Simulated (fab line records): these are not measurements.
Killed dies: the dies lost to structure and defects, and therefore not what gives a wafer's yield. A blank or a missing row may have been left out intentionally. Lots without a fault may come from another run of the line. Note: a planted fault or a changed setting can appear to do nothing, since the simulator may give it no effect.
Struck lot and sound lot, side by side ; flow sky130 ; 16 steps out of a route of 708
Sound: wafers L467.1, L467.4, L467.6. Wafers struck: L481.3, L481.5, L481.6. The cause comes at the end.
For every step that has rows: the tool of each side, followed by ch and its chambers, followed by its first start. Under that, the readings that differ: sound wafers ; struck wafers ; difference of the means ; sigmas: that difference in standard deviations of wafers without a fault.
alike: same words and numbers on both sides, and readings whose means sit less than 2 such deviations apart. not compared: any withheld reading, any reading some wafer has no value for, any bound like >300 that may hide the same value, and any number with overlapping values for which the record gives no deviation.
A row with sigmas, a row that says differs or no value, or rows on one side alone: a step with any of these is where the two part. When numbers do not overlap yet have no deviation, they are printed without sigmas and do not part them. Lack of a reading on every wafer of one side parts them only where that side has two or more wafers.

first, 1 step without rows for these wafers: SKY_SD_P_DEVELOP_06 (develop time 60 s).
SKY_SD_P_CD_MEAS_07: the cd target is 380 nm.
  struck on cd sem-01, day 30 14:17; sound on cd sem-02, day 25 22:50
  alike: cd nm
SKY_SD_P_OVL_MEAS_08:
  struck on overlay-02, day 30 14:22; sound on overlay-02, day 25 22:57
  alike: SD_P_OVL
following that, these wafers have no rows for 1 step: SKY_SD_P_IMPLANT_09.
SKY_SD_P_STRIP_10: strips in O2/N2.
  sound on plasma asher-01 ch 0,1, day 25 23:08; struck on plasma asher-03 ch 0,1, day 30 14:35
reading;sound;struck;difference;sigmas
drypump motor current A (A);6.2 6.1 5.9;5.2 5.3 5.2;-0.8;-3
oes product au (a.u.);0.607 0.616 0.612;0.627 0.626 0.620;+0.013;+3
  alike: strip time to endpoint s
  not compared: rf hours counter h
SKY_SD_P_TW_MEAS_11:
  struck on film metro-02, day 30 14:40; sound on film metro-04, day 25 23:14
reading;sound;struck;difference;sigmas
SD_P_TW;2886 2879 2868;2828 2821 2834;-50;-2
then, 6 steps without rows for these wafers: SKY_RES_XHIGH_DEHYDRATE_00 (time 60 s); SKY_RES_XHIGH_HMDS_01 (prime time 60 s); SKY_RES_XHIGH_COAT_02 (resist thk 1140 nm); SKY_RES_XHIGH_SOFTBAKE_03 (time 60 s); SKY_RES_XHIGH_EXPOSE_04 (exposes mask URPM, target cd 1270 nm); SKY_RES_XHIGH_PEB_05.
SKY_RES_XHIGH_DEVELOP_06: develop time 60 s.
  sound on litho track-02 ch 0, day 27 04:30; struck on litho track-01, day 31 17:29
  no value came back on the struck wafers for chill plate temp C (C), develop time s (s); on the sound wafers chill plate temp C (C) reads 22.95 22.95 23.02
following that, these wafers have no rows for 1 step: SKY_RES_XHIGH_IMPLANT_07.
SKY_RES_XHIGH_STRIP_08: strips in O2/N2.
  sound on plasma asher-03 ch 0,1, day 27 04:48; struck on plasma asher-04 ch 0,1, day 31 17:46
  alike: drypump motor current A, oes product au, strip time to endpoint s
  not compared: rf hours counter h
SKY_RES_XHIGH_TW_MEAS_09:
  struck on film metro-02, day 31 18:05; sound on film metro-02, day 27 04:54
reading;sound;struck;difference;sigmas
RES_XHIGH_TW;1641 1648 1650;30 30 30;-1616;-99 or more
  not compared: hold

== WHERE THEY PART ==
At SKY_SD_P_STRIP_10 first; at SKY_RES_XHIGH_TW_MEAS_09 last (within this record only).

WHY: whatever the simulator had introduced
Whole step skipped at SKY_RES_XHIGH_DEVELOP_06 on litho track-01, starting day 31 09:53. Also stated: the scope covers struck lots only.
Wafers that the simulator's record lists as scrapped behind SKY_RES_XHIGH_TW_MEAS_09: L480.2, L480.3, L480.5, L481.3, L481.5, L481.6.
